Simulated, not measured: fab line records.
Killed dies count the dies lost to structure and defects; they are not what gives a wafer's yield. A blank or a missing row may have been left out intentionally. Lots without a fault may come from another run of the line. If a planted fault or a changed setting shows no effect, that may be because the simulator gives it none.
fab line records	flow sky130
[record] lots = 5	wafers = 23
route steps=708 shown CAP2M@616 METAL4@624 VIA4@645 METAL5@663 PASSIVATION@692
start-h: the number of hours between the record's first day and the start of the first shown wafer of the lot	wait-h: time in hours since the lot's previous step	" identical to the entry in the row above	L1.1+2: one row covering several wafers at once	- no value, or no start given	* or withheld: withheld	< > ~ a bound
route shown NAME@n: NAME is a module with steps in the file, n the number in the route of the first one	usual: average and standard deviation across the fault-free wafers	same: alike in all rows	chamber/n: place in a boat	sites: the reading at each site	_std_site: the values' standard deviation	_edge_site: inner sites' mean taken away from outer sites' mean	radius-mm: for every site, how far away it sits from the centre of the wafer	mask NAME#n: copy n	behind: the last tool/chamber to shape the wafer	hold: reason for holding the lot/hours on hold/outcome of the hold	device: the n, p or np transistor that did not switch	end of line: the same wafers' tests at the end of the route	for a step that has no rows: nothing shown but its recipe	killed: dies that structure and defects cost at the first sort, which is not the same as the wafer's yield	map: shows each die of a wafer: x if killed, . if not, _ if none is there
set.NAME: setting as actually run; set.NAME@STEP: the setting as run at that earlier step	model.NAME: the simulator's own value behind a step, which no gauge read
lots run with intentionally changed settings; tables by step, rows by wafer
[[steps]]
[step SKY_CAP2M_METAL_ETCH_13]
[recipe] target-depth-nm = 220	stop-on = SiO2	chemistry = Cl2/BCl3	target = TiN	pressure-mtorr = 10	icp-w = 900	bias-w = 48.5	Cl2_flow_sccm = 60	bcl3-flow-sccm = 30	time-s = 62.9
lot.wafer	tool	chamber	start-h	wait-h	set.bias-w
L079.1+6	rie-metal-04	1	991.62	0.0	46.24
L079.2+3+4	"	0,1,0	"	"	48.5
L080.1+2+4+5+6	rie-metal-04	0,1,0,0,1	996.62	0.0	48.5
L081.1+2+3	rie-metal-02	0,1,1	1002.93	0.0	48.5
L084.2+6	rie-metal-03	1,0	1039.63	0.0	53.73
L084.3+4+5	"	1,0,1	"	"	48.5
L085.1+2+3+5+6	rie-metal-04	1,0,1,1,0	1045.27	0.0	48.5
[step SKY_CAP2M_STRIP_14]
[recipe] chemistry = O2/N2	power-w = 1400	pressure-mtorr = 1500	platen-temp-c = withheld	o2-flow-sccm = 3000	n2-flow-sccm = 300	overash-fraction = 0.5
[usual] strip-time-to-endpoint-s = 12.64/0.041
lot.wafer	tool	chamber	start-h	wait-h	set.resist-thk-nm@CAP2M_COAT_07	strip-time-to-endpoint-s
L079.1	plasma-asher-02	0	991.69	0.1	1188	13.19
L079.2	"	1	"	"	1140	12.54
L079.3	"	1	"	"	1140	12.64
L079.4	"	0	"	"	1188	13.13
L079.6	"	1	"	"	1140	12.62
L080.1	plasma-asher-02	0	996.69	0.1	1079	11.93
L080.2	"	1	"	"	1140	12.67
L080.4	"	1	"	"	1140	12.62
L080.5	"	1	"	"	1079	11.94
L080.6	"	0	"	"	1079	11.95
L081.1	plasma-asher-04	0	1003.03	0.1	1140	12.61
L081.2	"	1	"	"	1140	12.59
L081.3	"	0	"	"	1140	12.57
L084.2	plasma-asher-02	0	1039.71	0.1	1140	12.58
L084.3	"	0	"	"	1113	12.34
L084.4	"	1	"	"	1140	12.64
L084.5	"	1	"	"	1140	12.60
L084.6	"	0	"	"	1113	12.20
L085.1	plasma-asher-03	0	1045.34	0.1	1086	12.03
L085.2	"	1	"	"	1140	12.67
L085.3	"	1	"	"	1086	12.05
L085.5	"	1	"	"	1140	12.68
L085.6	"	0	"	"	1086	12.05
[step SKY_METAL4_COAT_08]
[recipe] resist = KrF-thick	spin-rpm = 3000	resist-thk-nm = 1140
lot.wafer	tool	chamber	start-h	wait-h	set.spin-rpm	model.KrF-thick_of_METAL4_COAT_08.thk-nm
L079.1+6	litho-track-02	0	-	-	3000	-
L079.2	"	0	"	"	3124	-
L079.3	"	0	"	"	3000	1135
L079.4	"	0	"	"	3124	1109
L080.1+2	litho-track-04	0	-	-	3156	1111
L080.4	"	0	"	"	3000	1137
L080.5	"	0	"	"	3000	1138
L080.6	"	0	"	"	3000	1139
L081.1	litho-track-01	0	-	-	3000	1137
L081.2+3	"	0	"	"	3000	1138
L084.2	litho-track-01	0	-	-	2917	1155
L084.3	"	0	"	"	3000	1136
L084.4	"	0	"	"	3000	-
L084.5	"	0	"	"	2917	-
L084.6	"	0	"	"	2917	1158
L085.1	litho-track-02	0	-	-	3000	1141
L085.2	"	0	"	"	3000	1135
L085.3	"	0	"	"	3000	1139
L085.5	"	0	"	"	3159	1111
L085.6	"	0	"	"	3159	1110
[step SKY_METAL4_SOFTBAKE_09]
[recipe] temp-c = 100	time-s = 90	resist = KrF-thick
[step SKY_METAL4_EXPOSE_10]
[recipe] mask-id = MM4	na = 0.68	source-shape = annular	sigma-inner = 0.4	sigma-outer = 0.8	target-cd-nm = 300	dose-mj = 28
[step SKY_METAL4_DESCUM_15]
[recipe] chemistry = O2	source-power-w = 150	bias-power-w = 0	pressure-mtorr = 10	temp-c = 40	time-s = 8
[step SKY_METAL4_ETCH_16]
[recipe] chemistry = N2/H2	target = BARC	ion-energy-ev = 200	bias-w = 100	pressure-mtorr = 30	n2-flow-sccm = 100	h2-flow-sccm = 200	icp-w = 500	stop-on = SiO2	time-s = 88.2	target-depth-a = 600
lot.wafer	tool	chamber	start-h	wait-h	set.spin-rpm@METAL4_COAT_08	model.KrF-thick_of_METAL4_COAT_08.thk-nm
L079.1+6	rie-metal-03	0	1015.58	0.0	3000	-
L079.2	"	1	"	"	3124	-
L079.3	"	0	"	"	3000	1072
L079.4	"	1	"	"	3124	1045
L080.1+2	rie-metal-01	0,1	1018.48	0.0	3156	1049
L080.4+5	"	1,0	"	"	3000	1075
L080.6	"	1	"	"	3000	1077
L081.1	rie-metal-01	1	1026.03	0.0	3000	1074
L081.2+3	"	0	"	"	3000	1075
L084.2	rie-metal-03	1	1062.28	0.0	2917	1092
L084.3	"	0	"	"	3000	1073
L084.4	"	1	"	"	3000	-
L084.5	"	1	"	"	2917	-
L084.6	"	0	"	"	2917	1095
L085.1	rie-metal-03	1	1067.63	0.0	3000	1078
L085.2	"	0	"	"	3000	1072
L085.3	"	0	"	"	3000	1075
L085.5	"	1	"	"	3159	1048
L085.6	"	0	"	"	3159	1046
[step SKY_METAL4_METAL_ETCH_18]
[recipe] target-depth-a = 8450	stop-on = SiO2	over-etch-frac = 0.3	time-s = 183.1	chemistry = Cl2/BCl3	resist-sidewall-deg = 88	pressure-mtorr = 10	icp-w = 900	bias-w = 48.5	Cl2_flow_sccm = 60	bcl3-flow-sccm = 30
lot.wafer	tool	chamber	start-h	wait-h	set.bias-w	set.spin-rpm@METAL4_COAT_08	model.KrF-thick_of_METAL4_COAT_08.thk-nm
L079.1	rie-metal-04	0	1015.69	0.0	45.51	3000	-
L079.2	"	1	"	"	45.51	3124	-
L079.3	"	1	"	"	48.5	3000	527.3
L079.4	"	0	"	"	48.5	3124	500.7
L079.6	"	1	"	"	48.5	3000	-
L080.1	rie-metal-03	1	1018.60	0.0	48.5	3156	508.5
L080.2	"	0	"	"	52.71	3156	484.6
L080.4	"	1	"	"	48.5	3000	535.2
L080.5	"	0	"	"	52.71	3000	509.2
L080.6	"	1	"	"	48.5	3000	538.5
L081.1	rie-metal-04	1	1026.14	0.0	48.5	3000	536.2
L081.2	"	0	"	"	48.5	3000	533.8
L081.3	"	1	"	"	48.5	3000	537.6
L084.2	rie-metal-01	0	1062.40	0.0	48.5	2917	564.1
L084.3	"	0	"	"	53.81	3000	519
L084.4	"	1	"	"	53.81	3000	-
L084.5	"	0	"	"	48.5	2917	-
L084.6	"	1	"	"	53.81	2917	544
L085.1	rie-metal-01	1	1067.75	0.0	43.36	3000	566.7
L085.2	"	0	"	"	43.36	3000	563
L085.3	"	1	"	"	48.5	3000	542.5
L085.5	"	1	"	"	48.5	3159	519.7
L085.6	"	0	"	"	48.5	3159	514.9
[step SKY_VIA4_COAT_06]
[recipe] resist = NOVOLAK	spin-rpm = 3000	resist-thk-nm = 1140
lot.wafer	tool	chamber	start-h	wait-h	set.spin-rpm	model.NOVOLAK_of_VIA4_COAT_06.thk-nm
L079.1+2+3	litho-track-04	0	1027.14	0.1	3216	1097
L079.4	"	0	"	"	3000	1137
L079.6	"	0	"	"	3000	1139
L080.1+6	litho-track-02	0	1032.87	0.1	3000	1142
L080.2	"	0	"	"	3200	1102
L080.4	"	0	"	"	3200	1104
L080.5	"	0	"	"	3200	1101
L081.1	litho-track-02	0	1039.72	0.1	3000	1135
L081.2	"	0	"	"	3000	1139
L081.3	"	0	"	"	3000	1143
L084.2	litho-track-03	0	1073.26	0.1	3000	1138
L084.3	"	0	"	"	3000	1139
L084.4+5	"	0	"	"	3140	1112
L084.6	"	0	"	"	3140	1111
L085.1	litho-track-02	0	1080.57	0.1	2907	1155
L085.2	"	0	"	"	2907	1157
L085.3	"	0	"	"	3000	1138
L085.5	"	0	"	"	3000	1137
L085.6	"	0	"	"	2907	1158
[step SKY_VIA4_EXPOSE_08]
[recipe] mask-id = VIM4	na = 0.6	source-shape = conventional	sigma-outer = 0.6	polarization = unpolarized	target-cd-nm = 800	dose-mj = 132
lot.wafer	tool	chamber	start-h	wait-h	mask	set.dose-mj
L079.1+2+3+4+6	iline-stepper-01	0	-	-	VIM4#0	132
L080.1+4	iline-stepper-01	0	-	-	VIM4#0	135
L080.2+5+6	"	0	"	"	VIM4#0	132
L081.1+2+3	iline-stepper-01	0	-	-	VIM4#0	132
L084.2+3+5	iline-stepper-02	0	-	-	VIM4#0	126
L084.4+6	"	0	"	"	VIM4#0	132
L085.1+5+6	iline-stepper-02	0	-	-	VIM4#0	136.4
L085.2+3	"	0	"	"	VIM4#0	132
[step SKY_VIA4_PEB_09]
[recipe] temp-c = withheld	time-s = *	resist = NOVOLAK
[step SKY_VIA4_DEVELOP_10]
[recipe] resist = NOVOLAK	developer = TMAH	develop-time-s = 60	dev-temp-c = 23
[step SKY_VIA4_ETCH_12]
[recipe] target = SiO2	chemistry = C4F8/O2/Ar	stop-on = TiN	mask-material = NOVOLAK	source-w = 1500	bias-w = 1200	pressure-mtorr = 40	c4f8-flow-sccm = withheld	O2_flow_sccm = 6	Ar_flow_sccm = 300	time-s = withheld	target-depth-a = 5800
lot.wafer	tool	chamber	start-h	wait-h	set.dose-mj@VIA4_EXPOSE_08	model.VIA4.cd-nm
L079.1	rie-diel-04	0	1039.72	0.0	132	804.3
L079.2	"	3	"	"	132	803.4
L079.3	"	2	"	"	132	804.4
L079.4	"	3	"	"	132	803.1
L079.6	"	2	"	"	132	801.6
L080.1	rie-diel-03	2	1043.52	0.0	135	804.4
L080.2	"	3	"	"	132	803.7
L080.4	"	1	"	"	135	809.8
L080.5	"	2	"	"	132	803.5
L080.6	"	1	"	"	132	799.1
L081.1	rie-diel-03	0	1049.72	0.0	132	802.3
L081.2	"	2	"	"	132	800.4
L081.3	"	3	"	"	132	801
L084.2	rie-diel-02	1	1085.26	0.0	126	789.2
L084.3	"	3	"	"	126	785.9
L084.4	"	0	"	"	132	800.6
L084.5	"	0	"	"	126	786.6
L084.6	"	3	"	"	132	802.3
L085.1	rie-diel-03	2	1089.78	0.0	136.4	803.8
L085.2	"	1	"	"	132	797.6
L085.3	"	3	"	"	132	799.5
L085.5	"	2	"	"	136.4	809
L085.6	"	1	"	"	136.4	806.6
[step SKY_VIA4_STRIP_13]
[recipe] chemistry = O2/N2	power-w = 1400	pressure-mtorr = 1500	platen-temp-c = withheld	o2-flow-sccm = 3000	n2-flow-sccm = 300	overash-fraction = 0.5
[usual] strip-time-to-endpoint-s = 12.80/0.032
lot.wafer	tool	chamber	start-h	wait-h	set.spin-rpm@VIA4_COAT_06	strip-time-to-endpoint-s
L079.1	plasma-asher-01	0	1039.79	-	3216	12.33
L079.2	"	1	"	"	3216	12.29
L079.3	"	1	"	"	3216	12.33
L079.4	"	0	"	"	3000	12.74
L079.6	"	0	"	"	3000	12.82
L080.1	plasma-asher-03	0	1043.59	-	3000	12.83
L080.2	"	1	"	"	3200	12.44
L080.4	"	1	"	"	3200	12.48
L080.5	"	0	"	"	3200	12.44
L080.6	"	1	"	"	3000	12.83
L081.1	plasma-asher-01	1	1049.79	-	3000	12.80
L081.2	"	0	"	"	3000	12.79
L081.3	"	0	"	"	3000	12.83
L084.2	plasma-asher-03	1	1085.33	-	3000	12.82
L084.3	"	0	"	"	3000	12.84
L084.4	"	1	"	"	3140	12.52
L084.5	"	0	"	"	3140	12.54
L084.6	"	1	"	"	3140	12.51
L085.1	plasma-asher-01	1	1089.85	-	2907	13.01
L085.2	"	0	"	"	2907	13.06
L085.3	"	1	"	"	3000	12.79
L085.5	"	1	"	"	3000	12.80
L085.6	"	0	"	"	2907	13.05
[step SKY_VIA4_SPUTTER_17]
[recipe] material = TiN	target-thk-nm = 20	chamber-pressure-pa = 5	power-w = 4000	time-s = 80
lot.wafer	tool	chamber	start-h	wait-h	set.chamber-pressure-pa	model.TiN_of_VIA4_SPUTTER_17.thk-nm
L079.1	pvd-sputter-03	-	1040.38	0.0	5.748	17.11
L079.2	"	-	"	"	5.748	17.5
L079.3	"	-	"	"	5.748	16.71
L079.4+6	"	-	"	"	5.748	16.7
L080.1	pvd-sputter-03	-	1044.18	0.0	4.503	22.03
L080.2	"	-	"	"	4.503	21.51
L080.4	"	-	"	"	4.503	21.39
L080.5	"	-	"	"	4.503	21.41
L080.6	"	-	"	"	4.503	21.69
L081.1	pvd-sputter-03	-	1050.38	0.0	5	19.82
L081.2	"	-	"	"	5	20.04
L081.3	"	-	"	"	5	19.84
L084.2+6	pvd-sputter-01	-	1085.96	0.0	5.548	18.39
L084.3	"	-	"	"	5.548	18.05
L084.4	"	-	"	"	5.548	17.99
L084.5	"	-	"	"	5.548	17.76
L085.1	pvd-sputter-03	-	1090.49	0.0	4.717	21.26
L085.2	"	-	"	"	4.717	20.47
L085.3	"	-	"	"	4.717	20.94
L085.5	"	-	"	"	4.717	20.88
L085.6	"	-	"	"	4.717	21.04
[step SKY_METAL5_SPUTTER_02]
[recipe] material = AlCu	target-thk-nm = 1150	power-w = 10600	time-s = 61.2	chamber-pressure-pa = 0.4
lot.wafer	tool	chamber	start-h	wait-h	set.time-s	model.AlCu_of_METAL5_SPUTTER_02.thk-nm
L079.1	pvd-sputter-01	-	1041.12	0.0	57	1090
L079.2	"	-	"	"	57	1064
L079.3	"	-	"	"	61.2	1145
L079.4	"	-	"	"	57	1062
L079.6	"	-	"	"	61.2	1152
L080.1	pvd-sputter-03	-	1044.92	0.0	53.23	985.1
L080.2	"	-	"	"	53.23	999.3
L080.4	"	-	"	"	61.2	1151
L080.5	"	-	"	"	61.2	1156
L080.6	"	-	"	"	53.23	994.8
L081.1	pvd-sputter-02	-	1051.12	0.0	61.2	1149
L081.2	"	-	"	"	61.2	1158
L081.3	"	-	"	"	61.2	1157
L084.2	pvd-sputter-02	-	1086.74	0.0	61.2	1165
L084.3	"	-	"	"	63.95	1165
L084.4	"	-	"	"	61.2	1135
L084.5	"	-	"	"	63.95	1213
L084.6	"	-	"	"	61.2	1134
L085.1	pvd-sputter-02	-	1091.64	0.0	61.2	1124
L085.2	"	-	"	"	61.2	1153
L085.3	"	-	"	"	58.4	1095
L085.5	"	-	"	"	61.2	1126
L085.6	"	-	"	"	58.4	1099
[step SKY_METAL5_SPUTTER_03]
[recipe] material = Ti	target-thk-nm = 5	power-w = 3000	time-s = 3.3	chamber-pressure-pa = 0.4
[step SKY_METAL5_SPUTTER_04]
[recipe] material = TiN	target-thk-nm = 70	power-w = 6500	time-s = 58.3	chamber-pressure-pa = 0.4
[step SKY_METAL5_RS_MEAS_05]
[recipe] thk-meas-gauge = four-point-probe	reads = TiN_of_METAL5_SPUTTER_04+Ti_of_METAL5_SPUTTER_03+AlCu_of_METAL5_SPUTTER_02+TiN_of_METAL5_SPUTTER_01+Ti_of_METAL5_SPUTTER_00
[usual] METAL5_ALCU_RS = 0.0271/0.00032
lot.wafer	tool	chamber	start-h	wait-h	set.time-s@METAL5_SPUTTER_02	METAL5_ALCU_RS[ohm/sq]
L079.1	film-metro-01	-	1041.24	0.0	57	0.0285
L079.2	"	-	"	"	57	0.0292
L079.3	"	-	"	"	61.2	0.0271
L079.4	"	-	"	"	57	0.0293
L079.6	"	-	"	"	61.2	0.0270
L080.1	film-metro-01	-	1045.04	0.0	53.23	0.0316
L080.2	"	-	"	"	53.23	0.0311
L080.4	"	-	"	"	61.2	0.0270
L080.5	"	-	"	"	61.2	0.0269
L080.6	"	-	"	"	53.23	0.0313
L081.1	film-metro-03	-	1051.24	0.0	61.2	0.0271
L081.2	"	-	"	"	61.2	0.0268
L081.3	"	-	"	"	61.2	0.0269
L084.2	film-metro-03	-	1086.88	0.0	61.2	0.0267
L084.3	"	-	"	"	63.95	0.0267
L084.4	"	-	"	"	61.2	0.0274
L084.5	"	-	"	"	63.95	0.0256
L084.6	"	-	"	"	61.2	0.0275
L085.1	film-metro-03	-	1091.76	0.0	61.2	0.0276
L085.2	"	-	"	"	61.2	0.0270
L085.3	"	-	"	"	58.4	0.0285
L085.5	"	-	"	"	61.2	0.0277
L085.6	"	-	"	"	58.4	0.0283
[step SKY_METAL5_THK_MEAS_06]
[recipe] thk-meas-gauge = xrf	reads = AlCu_of_METAL5_SPUTTER_02
[usual] METAL5_ALCU_THK = 1159/15
lot.wafer	tool	chamber	start-h	wait-h	set.time-s@METAL5_SPUTTER_02	METAL5_ALCU_THK[nm]
L079.1	film-metro-01	-	1041.36	0.1	57	1106
L079.2	"	-	"	"	57	1083
L079.3	"	-	"	"	61.2	1167
L079.4	"	-	"	"	57	1083
L079.6	"	-	"	"	61.2	1170
L080.1	film-metro-01	-	1045.16	0.1	53.23	1000
L080.2	"	-	"	"	53.23	1018
L080.4	"	-	"	"	61.2	1171
L080.5	"	-	"	"	61.2	1181
L080.6	"	-	"	"	53.23	1014
L081.1	film-metro-03	-	1051.36	0.1	61.2	1155
L081.2	"	-	"	"	61.2	1163
L081.3	"	-	"	"	61.2	1165
L084.2	film-metro-03	-	1086.99	0.1	61.2	1176
L084.3	"	-	"	"	63.95	1175
L084.4	"	-	"	"	61.2	1150
L084.5	"	-	"	"	63.95	1227
L084.6	"	-	"	"	61.2	1137
L085.1	film-metro-03	-	1091.88	0.1	61.2	1138
L085.2	"	-	"	"	61.2	1169
L085.3	"	-	"	"	58.4	1102
L085.5	"	-	"	"	61.2	1140
L085.6	"	-	"	"	58.4	1108
[step SKY_METAL5_DEHYDRATE_07]
[recipe] temp-c = 200	time-s = 60
[step SKY_METAL5_HMDS_08]
[recipe] prime-time-s = 60	prime-temp-c = 120
[step SKY_METAL5_DEVELOP_13]
[recipe] resist = NOVOLAK	developer = TMAH	develop-time-s = 60	dev-temp-c = 23
[step SKY_METAL5_DESCUM_14]
[recipe] chemistry = O2	source-power-w = 150	bias-power-w = 0	pressure-mtorr = 10	temp-c = 40	time-s = 11
[step SKY_METAL5_METAL_ETCH_15]
[recipe] target-depth-a = 12600	stop-on = SiO2	over-etch-frac = 0.2	time-s = 252	chemistry = Cl2/BCl3	resist-sidewall-deg = 86	pressure-mtorr = 10	icp-w = 900	bias-w = 48.5	Cl2_flow_sccm = 60	bcl3-flow-sccm = 30
[usual] oes-product-au = 0.894/0.005
lot.wafer	tool	chamber	start-h	wait-h	set.time-s@METAL5_SPUTTER_02	oes-product-au
L079.1	rie-metal-04	1	1063.54	0.1	57	0.877
L079.2	"	1	"	"	57	0.871
L079.3	"	1	"	"	61.2	0.893
L079.4	"	1	"	"	57	0.867
L079.6	"	1	"	"	61.2	0.896
L080.1	rie-metal-04	1	1066.66	0.1	53.23	0.835
L080.2	"	1	"	"	53.23	0.836
L080.4	"	1	"	"	61.2	0.896
L080.5	"	1	"	"	61.2	0.892
L080.6	"	1	"	"	53.23	0.838
L081.1	rie-metal-04	1	1073.00	0.1	61.2	0.891
L081.2	"	1	"	"	61.2	0.894
L081.3	"	1	"	"	61.2	0.895
L084.2	rie-metal-02	0	1107.13	0.0	61.2	0.896
L084.3	"	1	"	"	63.95	0.898
L084.4	"	0	"	"	61.2	0.900
L084.5	"	1	"	"	63.95	0.907
L084.6	"	0	"	"	61.2	0.893
L085.1	rie-metal-04	0	1111.91	0.0	61.2	0.892
L085.2	"	1	"	"	61.2	0.890
L085.3	"	1	"	"	58.4	0.876
L085.5	"	1	"	"	61.2	0.884
L085.6	"	0	"	"	58.4	0.887
[step SKY_PASSIVATION_ETCH_11]
[recipe] chemistry = CF4/O2	target-depth-nm = 725	stop-on = AlCu	source-w = 800	bias-w = 150	pressure-mtorr = 150	cf4-flow-sccm = 80	O2_flow_sccm = 10	time-s = 161.1
lot.wafer	tool	chamber	start-h	wait-h	set.time-s	model.coat_of_PASSIVATION_COAT_06.thk-nm
L079.1	rie-diel-04	1	1086.14	-	181.5	2466
L079.2	"	3	"	"	161.1	2486
L079.3	"	2	"	"	161.1	2510
L079.4	"	0	"	"	181.5	2461
L079.6	"	0	"	"	161.1	2513
L080.1	rie-diel-02	3	1088.48	-	161.1	2526
L080.2	"	0	"	"	138.3	2578
L080.4	"	2	"	"	138.3	2612
L080.5	"	0	"	"	161.1	2517
L080.6	"	3	"	"	138.3	2586
L081.1	rie-diel-02	2	1094.48	-	161.1	2521
L081.2	"	0	"	"	161.1	2503
L081.3	"	3	"	"	161.1	2502
L084.2+3	rie-diel-04	1,0	1127.69	-	178.8	2462
L084.4	"	2	"	"	178.8	2455
L084.5	"	1	"	"	161.1	2512
L084.6	"	2	"	"	161.1	2515
L085.1	rie-diel-04	3	1132.13	-	139.2	2575
L085.2	"	1	"	"	139.2	2585
L085.3	"	0	"	"	161.1	2535
L085.5	"	1	"	"	161.1	2524
L085.6	"	0	"	"	161.1	2523
[step SKY_PASSIVATION_STRIP_12]
[recipe] chemistry = O2/N2	power-w = 1400	pressure-mtorr = 1500	platen-temp-c = withheld	overash-fraction = 0.7	o2-flow-sccm = 3000	n2-flow-sccm = 300
[usual] strip-time-to-endpoint-s = 31.49/0.15
lot.wafer	tool	chamber	start-h	wait-h	set.time-s@PASSIVATION_ETCH_11	strip-time-to-endpoint-s
L079.1	plasma-asher-02	0	1086.25	0.1	181.5	30.92
L079.2	"	1	"	"	161.1	31.15
L079.3	"	1	"	"	161.1	31.45
L079.4	"	0	"	"	181.5	30.85
L079.6	"	0	"	"	161.1	31.49
L080.1	plasma-asher-02	1	1088.59	0.1	161.1	31.65
L080.2	"	0	"	"	138.3	32.22
L080.4	"	1	"	"	138.3	32.62
L080.5	"	1	"	"	161.1	31.53
L080.6	"	0	"	"	138.3	32.30
L081.1	plasma-asher-03	1	1094.59	0.1	161.1	31.58
L081.2	"	0	"	"	161.1	31.36
L081.3	"	1	"	"	161.1	31.34
L084.2	plasma-asher-02	0	1127.80	0.1	178.8	30.86
L084.3	"	0	"	"	178.8	30.87
L084.4	"	1	"	"	178.8	30.78
L084.5	"	1	"	"	161.1	31.48
L084.6	"	0	"	"	161.1	31.49
L085.1	plasma-asher-02	1	1132.24	0.1	139.2	32.17
L085.2	"	0	"	"	139.2	32.30
L085.3	"	0	"	"	161.1	31.75
L085.5	"	0	"	"	161.1	31.61
L085.6	"	1	"	"	161.1	31.59
[[key]]
[split] step = SKY_CAP2M_METAL_ETCH_13	setting = bias-w	stated = 48.5	by = wafer
response none clear
[split] step = SKY_METAL4_COAT_08	setting = spin-rpm	stated = 3000	by = wafer
[response] step = SKY_METAL4_COAT_08	reading = model.KrF-thick_of_METAL4_COAT_08.thk-nm	change = -5.46	per = 1%	r = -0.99
[response] step = SKY_METAL4_ETCH_16	reading = model.KrF-thick_of_METAL4_COAT_08.thk-nm	change = -5.43	per = 1%	r = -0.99
[response] step = SKY_METAL4_METAL_ETCH_18	reading = model.KrF-thick_of_METAL4_COAT_08.thk-nm	slope = -5.24	per = 1%	together-with = bias-w@METAL4_METAL_ETCH_18	explained = 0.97
[split] step = SKY_METAL4_METAL_ETCH_18	setting = bias-w	stated = 48.5	by = wafer
[response] step = SKY_METAL4_METAL_ETCH_18	reading = model.KrF-thick_of_METAL4_COAT_08.thk-nm	slope = -2.35	per = 1%	together-with = spin-rpm@METAL4_COAT_08	explained = 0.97
[split] step = SKY_VIA4_COAT_06	setting = spin-rpm	stated = 3000	by = wafer
[response] step = SKY_VIA4_COAT_06	reading = model.NOVOLAK_of_VIA4_COAT_06.thk-nm	change = -5.82	per = 1%	r = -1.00
[response] step = SKY_VIA4_STRIP_13	reading = strip-time-to-endpoint-s	change = *	per = 1%	r = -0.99
[split] step = SKY_VIA4_EXPOSE_08	setting = dose-mj	stated = 132	by = wafer
[response] step = SKY_VIA4_ETCH_12	reading = model.VIA4.cd-nm	change = +2.77	per = 1%	r = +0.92
[split] step = SKY_VIA4_SPUTTER_17	setting = chamber-pressure-pa	stated = 5	by = lot
[response] step = SKY_VIA4_SPUTTER_17	reading = model.TiN_of_VIA4_SPUTTER_17.thk-nm	change = -0.182	per = 1%	r = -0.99
[split] step = SKY_METAL5_SPUTTER_02	setting = time-s	stated = 61.2	by = wafer
[response] step = SKY_METAL5_SPUTTER_02	reading = model.AlCu_of_METAL5_SPUTTER_02.thk-nm	change = +11.6	per = 1%	r = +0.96
[response] step = SKY_METAL5_RS_MEAS_05	reading = METAL5_ALCU_RS	change = -0.000307	per = 1%	r = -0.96
[response] step = SKY_METAL5_THK_MEAS_06	reading = METAL5_ALCU_THK	change = +12	per = 1%	r = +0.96
[response] step = SKY_METAL5_METAL_ETCH_15	reading = oes-product-au	change = +0.00373	per = 1%	r = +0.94
[split] step = SKY_PASSIVATION_ETCH_11	setting = time-s	stated = 161.1	by = wafer
[response] step = SKY_PASSIVATION_ETCH_11	reading = model.coat_of_PASSIVATION_COAT_06.thk-nm	change = -4.2	per = 1%	r = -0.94
[response] step = SKY_PASSIVATION_STRIP_12	reading = strip-time-to-endpoint-s	change = *	per = 1%	r = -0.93
split outside-this-file step=SKY_CAP2M_COAT_07 setting=resist-thk-nm
// split outside-this-file: this setting was split too, and the file shows its column; the key of that split is in another file
